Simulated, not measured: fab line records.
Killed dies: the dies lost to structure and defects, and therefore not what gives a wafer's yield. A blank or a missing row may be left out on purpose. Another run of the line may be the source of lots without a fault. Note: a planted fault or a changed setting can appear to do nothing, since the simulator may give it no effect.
Which of the tools did it? + flow sky130 + 12 lots with 36 wafers sampled at 5 steps, on a route of 708 steps

== WHAT THE GAUGES SHOWED, per wafer ==
SKY_VT_ADJUST_HVTR_TW_MEAS_11. Usual: VT_ADJUST_HVTR_TW gives 208.7 (standard deviation 2.5).
| lot  | measured     | on           | VT_ADJUST_HVTR_TW | flag |
|------|--------------|--------------|-------------------|------|
| L692 | day 9 08:16  | filmMetro-01 | 204.6 204.4 205.7 |      |
| L693 | day 9 19:31  | filmMetro-01 | 205.0 203.9 204.7 |      |
| L694 | day 10 08:55 | filmMetro-04 | 209.6 210.6 210.1 |      |
| L696 | day 10 13:56 | filmMetro-04 | 211.9 210.5 208.5 |      |
| L697 | day 10 22:01 | filmMetro-01 | 204.6 204.9 206.6 |      |
| L698 | day 11 04:13 | filmMetro-03 | 209.2 208.4 208.8 |      |
| L701 | day 12 03:28 | filmMetro-04 | 210.8 211.8 210.9 |      |
| L702 | day 12 12:22 | filmMetro-04 | 210.8 211.8 210.9 |      |
| L705 | day 13 08:46 | filmMetro-03 | 211.9 211.4 211.4 |      |
| L706 | day 13 19:26 | filmMetro-01 | 206.6 207.4 207.2 |      |
| L708 | day 14 11:22 | filmMetro-01 | 206.6 206.3 206.1 |      |
| L712 | day 15 10:52 | filmMetro-01 | 207.7 206.7 207.2 |      |

SKY_GATE_OXIDE_OVL_MEAS_10. Usual: GATE_OXIDE_OVL gives -0.2 nm (standard deviation 1.4).
| lot  | measured     | on         | GATE_OXIDE_OVL (nm)  | flag |
|------|--------------|------------|----------------------|------|
| L692 | day 13 14:04 | overlay-01 | 1.0 0.2 -1.1         |      |
| L693 | day 14 03:40 | overlay-02 | 0.3 0.0 0.1          |      |
| L694 | day 14 16:21 | overlay-02 | -162.3 -161.1 -161.5 | OFF  |
| L696 | day 19 04:40 | overlay-01 | -163.1 -160.5 -162.5 | OFF  |
| L697 | day 19 05:16 | overlay-01 | -161.7 -163.2 -163.9 | OFF  |
| L698 | day 19 04:58 | overlay-02 | -0.3 0.2 -0.2        |      |
| L701 | day 19 05:34 | overlay-01 | -163.7 -163.3 -163.6 | OFF  |
| L702 | day 19 07:13 | overlay-01 | 0.6 0.7 1.7          |      |
| L705 | day 19 14:45 | overlay-02 | 1.1 -0.1 0.5         |      |
| L706 | day 19 13:40 | overlay-02 | 0.5 0.2 1.0          |      |
| L708 | day 19 16:24 | overlay-01 | 2.6 2.2 1.0          |      |
| L712 | day 20 11:03 | overlay-01 | 0.2 -1.5 -1.2        |      |

SKY_POLY_GATE_THK_MEAS_01. Usual: POLY_GATE_CVD_00_THK gives 178.8 nm (standard deviation 1.6).
| lot  | measured     | on           | POLY_GATE_CVD_00_THK (nm) | flag |
|------|--------------|--------------|---------------------------|------|
| L692 | day 14 05:35 | filmMetro-04 | 175.9 175.7 176.3         |      |
| L693 | day 14 06:54 | filmMetro-04 | 178.6 175.5 177.9         |      |
| L694 | day 14 19:35 | filmMetro-02 | 177.1 177.8 178.0         |      |
| L696 | day 19 10:31 | filmMetro-04 | 180.7 178.4 178.9         |      |
| L697 | day 19 10:31 | filmMetro-02 | 178.8 178.2 181.0         |      |
| L698 | day 19 10:32 | filmMetro-03 | 180.0 182.4 179.2         |      |
| L701 | day 19 10:35 | filmMetro-04 | 180.0 179.3 180.1         |      |
| L702 | day 19 10:39 | filmMetro-02 | 178.3 178.5 179.3         |      |
| L705 | day 19 19:07 | filmMetro-02 | 178.4 177.8 177.9         |      |
| L706 | day 19 17:23 | filmMetro-02 | 178.8 177.1 178.9         |      |
| L708 | day 19 21:48 | filmMetro-03 | 177.8 178.3 179.1         |      |
| L712 | day 20 14:44 | filmMetro-02 | 180.8 181.6 181.2         |      |

== EACH LOT AND THE TOOL THAT RAN IT (in order: tool; ch and the chambers of the sampled wafers; start) ==
| lot  | SKY_VT_ADJUST_PCH_STRIP_09          | SKY_GATE_OXIDE_EXPOSE_07           |
|------|-------------------------------------|------------------------------------|
| L692 | plasmaAsher-01 ch 0,1, day 10 06:15 | ilineStepper-02 ch 0, day 13 02:17 |
| L693 | plasmaAsher-03 ch 1, day 10 17:47   | ilineStepper-02 ch 0, day 13 15:56 |
| L694 | plasmaAsher-04 ch 1, day 11 08:17   | ilineStepper-02 ch 0, day 14 04:06 |
| L696 | plasmaAsher-01 ch 0,1, day 11 13:45 | ilineStepper-02 ch 0, day 18 14:14 |
| L697 | plasmaAsher-03 ch 0,1, day 11 20:47 | ilineStepper-02 ch 0, day 18 15:04 |
| L698 | plasmaAsher-03 ch 0,1, day 12 04:35 | ilineStepper-01 ch 0, day 18 14:51 |
| L701 | plasmaAsher-01 ch 0,1, day 13 04:42 | ilineStepper-02 ch 0, day 18 15:22 |
| L702 | plasmaAsher-01 ch 0,1, day 13 12:56 | ilineStepper-01 ch 0, day 18 17:07 |
| L705 | plasmaAsher-01 ch 0,1, day 14 09:32 | ilineStepper-01 ch 0, day 19 00:40 |
| L706 | plasmaAsher-01 ch 0,1, day 14 21:13 | ilineStepper-01 ch 0, day 18 23:59 |
| L708 | plasmaAsher-01 ch 0,1, day 15 12:41 | ilineStepper-01 ch 0, day 19 02:10 |
| L712 | plasmaAsher-04 ch 0, day 16 11:17   | ilineStepper-01 ch 0, day 19 20:07 |
- SKY_VT_ADJUST_PCH_STRIP_09: strips in O2/N2.
- SKY_GATE_OXIDE_EXPOSE_07: exposes mask LVOM, target cd 600 nm.

== AS READ BY THE TOOLS THEMSELVES (means over the sampled wafers that have a number; for cases with no such wafer, the mark the record gives instead) ==
SKY_VT_ADJUST_PCH_STRIP_09. Usual: drypumpMotorCurrentA 5.5 A, standard deviation 0.42; o2FlowSccm 3001 sccm, standard deviation 9.2; oesProductAu 0.723 a.u., standard deviation 0.0042; stripTimeToEndpointS 36.94 s, standard deviation 0.11.
| lot  | tool           | drypumpMotorCurrentA (A) | o2FlowSccm (sccm) | oesProductAu (a.u.) | stripTimeToEndpointS (s) | flag |
|------|----------------|--------------------------|-------------------|---------------------|--------------------------|------|
| L692 | plasmaAsher-01 | 5.5                      | 3004              | 0.722               | 36.78                    |      |
| L693 | plasmaAsher-03 | 5.0                      | 2989              | 0.726               | 36.92                    |      |
| L694 | plasmaAsher-04 | 6.4                      | 3002              | 0.725               | 37.00                    |      |
| L696 | plasmaAsher-01 | 5.5                      | 2996              | 0.723               | 36.86                    |      |
| L697 | plasmaAsher-03 | 5.2                      | 3000              | 0.723               | 36.83                    |      |
| L698 | plasmaAsher-03 | 5.2                      | 2994              | 0.723               | 37.00                    |      |
| L701 | plasmaAsher-01 | 5.5                      | 3010              | 0.729               | 37.05                    |      |
| L702 | plasmaAsher-01 | 5.4                      | 2996              | 0.722               | 36.86                    |      |
| L705 | plasmaAsher-01 | 5.5                      | 2990              | 0.726               | 36.89                    |      |
| L706 | plasmaAsher-01 | 5.5                      | 3006              | 0.719               | 36.94                    |      |
| L708 | plasmaAsher-01 | 5.4                      | 3007              | 0.726               | 37.00                    |      |
| L712 | plasmaAsher-04 | 5.2                      | 3003              | 0.724               | 37.01                    |      |

SKY_GATE_OXIDE_EXPOSE_07. Usual: focusOffsetNm 0.1 nm, standard deviation 0.55.
| lot  | tool            | focusOffsetNm (nm) | flag |
|------|-----------------|--------------------|------|
| L692 | ilineStepper-02 | 0.5                |      |
| L693 | ilineStepper-02 | -0.3               |      |
| L694 | ilineStepper-02 | 0.3                |      |
| L696 | ilineStepper-02 | -0.2               |      |
| L697 | ilineStepper-02 | 0.5                |      |
| L698 | ilineStepper-01 | 0.2                |      |
| L701 | ilineStepper-02 | 0.1                |      |
| L702 | ilineStepper-01 | -0.7               |      |
| L705 | ilineStepper-01 | -0.1               |      |
| L706 | ilineStepper-01 | 0.2                |      |
| L708 | ilineStepper-01 | 0.2                |      |
| L712 | ilineStepper-01 | 0.6                |      |

== THE ANSWER, worked out from the rows above alone ==
Rule: lot off if the mean of its wafers having a number is beyond 3 standard deviations from the usual mean. A lot without any number at a reading at which 4 lots or more have one is off too. Any other lot the step has rows for is counted as sound. Order of review: gauges by route order, followed by the tools' own readings, for which a lot's mean as printed above is used. At the first step where some lot is off, the reading lying furthest off is the one used; lots without a number count as furthest.
Off: L694, L696, L697, L701, seen at SKY_GATE_OXIDE_OVL_MEAS_10 (GATE_OXIDE_OVL).
If a tool, at a process step before that reading, ran all the lots that are off and no sound lot after the first of them, it fits. Those tools and the gauges at SKY_GATE_OXIDE_OVL_MEAS_10 are tried in the same way. One candidate fits, namely ilineStepper-02 at SKY_GATE_OXIDE_EXPOSE_07. Its last sound lot is L693 (day 13 15:56), its first lot that is off L694 (day 14 04:06): a fault that began between those two fits.

== WHAT HAD BEEN PUT IN BY THE SIMULATOR ==
Scanner matching overlay: ilineStepper-02, from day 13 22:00 on, at SKY_GATE_OXIDE_EXPOSE_07. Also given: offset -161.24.
Shown lots that were struck: L694, L696, L697, L701. This agrees with what the rule above found.
